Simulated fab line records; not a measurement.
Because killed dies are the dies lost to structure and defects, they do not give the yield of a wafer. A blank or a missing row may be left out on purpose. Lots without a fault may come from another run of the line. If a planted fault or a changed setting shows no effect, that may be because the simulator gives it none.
Matching of chambers / flow gf180mcu / rie diel-02 running GF_CONTACT_ETCH_16: 4 sister chambers
The step etches BARC in N2/H2. 14 wafers are shown with their chamber, then 6 later ones without.

EACH WAFER AND ITS CHAMBER
wafer=L516.2; chamber=2; oes product au (a.u.)=0.862; throttle valve pct (%)=13.230
wafer=L516.3; chamber=3; oes product au (a.u.)=0.856; throttle valve pct (%)=13.227
wafer=L516.4; chamber=0; oes product au (a.u.)=0.849; throttle valve pct (%)=13.208
wafer=L517.1; chamber=2; oes product au (a.u.)=0.846; throttle valve pct (%)=13.214
wafer=L517.2; chamber=1; oes product au (a.u.)=0.846; throttle valve pct (%)=13.212
wafer=L517.5; chamber=3; oes product au (a.u.)=0.856; throttle valve pct (%)=13.219
wafer=L518.3; chamber=0; oes product au (a.u.)=0.859; throttle valve pct (%)=13.223
wafer=L518.4; chamber=2; oes product au (a.u.)=0.849; throttle valve pct (%)=13.229
wafer=L518.6; chamber=3; oes product au (a.u.)=0.853; throttle valve pct (%)=13.233
wafer=L521.1; chamber=1; oes product au (a.u.)=0.854; throttle valve pct (%)=13.227
wafer=L521.2; chamber=0; oes product au (a.u.)=0.853; throttle valve pct (%)=13.219
wafer=L521.5; chamber=0; oes product au (a.u.)=0.853; throttle valve pct (%)=13.223
wafer=L522.4; chamber=3; oes product au (a.u.)=0.857; throttle valve pct (%)=13.217
wafer=L522.6; chamber=2; oes product au (a.u.)=0.848; throttle valve pct (%)=13.221

SIGNATURES (means of the wafers above)
reading=oes product au; chamber 0=0.85350; chamber 1=0.85000; chamber 2=0.85125; chamber 3=0.85550; scatter within a chamber=0.00501
reading=throttle valve pct; chamber 0=13.21825; chamber 1=13.21950; chamber 2=13.22350; chamber 3=13.22400; scatter within a chamber=0.00772
Rule: for each reading, subtract the chamber's mean from the wafer's reading, divide by that reading's scatter and square the result; add these up over the readings and take the root, which gives the wafer's distance from the chamber. The wafer belongs to the nearest chamber; if the next one is less than 2 further off, it can't be placed. The scatter is the square root of a quotient: the sum, over the shown wafers, of each reading's squared deviation from its chamber's mean, divided by wafers minus chambers.

WAFERS WHOSE CHAMBER IS MISSING
wafer=L534.2; oes product au (a.u.)=0.851; throttle valve pct (%)=13.227
wafer=L534.4; oes product au (a.u.)=0.855; throttle valve pct (%)=13.244
wafer=L534.5; oes product au (a.u.)=0.855; throttle valve pct (%)=13.221
wafer=L535.3; oes product au (a.u.)=0.848; throttle valve pct (%)=13.228
wafer=L535.4; oes product au (a.u.)=0.852; throttle valve pct (%)=13.215
wafer=L535.5; oes product au (a.u.)=0.853; throttle valve pct (%)=13.211

CHAMBER TAKEN BY EACH
wafer=L534.2; from the rows above=can't be placed: 2 or 3 or 1 or 0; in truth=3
wafer=L534.4; from the rows above=can't be placed: 3 or 2 or 1 or 0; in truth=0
wafer=L534.5; from the rows above=can't be placed: 3 or 0 or 2 or 1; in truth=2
wafer=L535.3; from the rows above=can't be placed: 2 or 1 or 3 or 0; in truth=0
wafer=L535.4; from the rows above=can't be placed: 0 or 1 or 2 or 3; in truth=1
wafer=L535.5; from the rows above=can't be placed: 0 or 1 or 2 or 3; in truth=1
Correct placement for 0 of the 6. Cannot be placed on the basis of these rows: 6; the candidates contain the true chamber in 6. Wrongly placed: 0.
